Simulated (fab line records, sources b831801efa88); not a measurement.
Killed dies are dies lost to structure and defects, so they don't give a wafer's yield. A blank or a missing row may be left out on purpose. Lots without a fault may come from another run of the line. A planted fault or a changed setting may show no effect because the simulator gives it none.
Chamber matching | flow sky130 | SKY_VIA4_CMP_02 on cmp-02: 4 sister chambers
The step polishes SiO2. 8 wafers are shown with their chamber, then 12 later ones without.

WAFERS WITH THEIR CHAMBER
wafer  | chamber | motor_current_A (A)
L086.3 | 2       | 13.0
L087.3 | 0       | 12.4
L087.4 | 1       | 12.3
L091.1 | 0       | 11.4
L091.5 | 3       | 12.8
L092.1 | 2       | 13.1
L092.2 | 3       | 12.7
L092.6 | 1       | 11.9

WAFERS WITHOUT THEIR CHAMBER
wafer  | motor_current_A (A)
L093.2 | 13.7
L093.5 | 12.5
L093.6 | 13.1
L094.1 | 12.3
L094.2 | 12.8
L094.4 | 13.6
L095.3 | 12.6
L095.5 | 12.5
L095.6 | 13.6
L096.3 | 13.4
L096.4 | 12.1
L096.5 | 11.7

WHICH CHAMBER EACH WENT THROUGH
wafer  | from the rows above               | in truth
L093.2 | can't be placed: 2 or 3           | 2
L093.5 | can't be placed: 3 or 1 or 2 or 0 | 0
L093.6 | can't be placed: 2 or 3           | 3
L094.1 | can't be placed: 1 or 0 or 3 or 2 | 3
L094.2 | can't be placed: 3 or 2 or 1      | 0
L094.4 | can't be placed: 2 or 3           | 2
L095.3 | can't be placed: 3 or 2 or 1 or 0 | 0
L095.5 | can't be placed: 3 or 1 or 2 or 0 | 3
L095.6 | can't be placed: 2 or 3           | 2
L096.3 | can't be placed: 2 or 3           | 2
L096.4 | can't be placed: 1 or 0 or 3      | 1
L096.5 | can't be placed: 0 or 1           | 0
Placed correctly: 0 of 12. Can't be placed from these rows: 12 (the true chamber is among the candidates in 11). Placed wrongly: 0.
How it was worked out, from the rows above alone: a wafer's distance from a chamber is the root of the sum, over the readings, of the square of ((its reading less the chamber's mean) divided by the reading's scatter). The wafer belongs to the nearest chamber; if the next one is less than 2 further off, it can't be placed. A chamber's mean is the mean of its shown wafers. The scatter: the root of (the sum of the squares of (reading less its chamber's mean) over the shown wafers, divided by (wafers less chambers)).
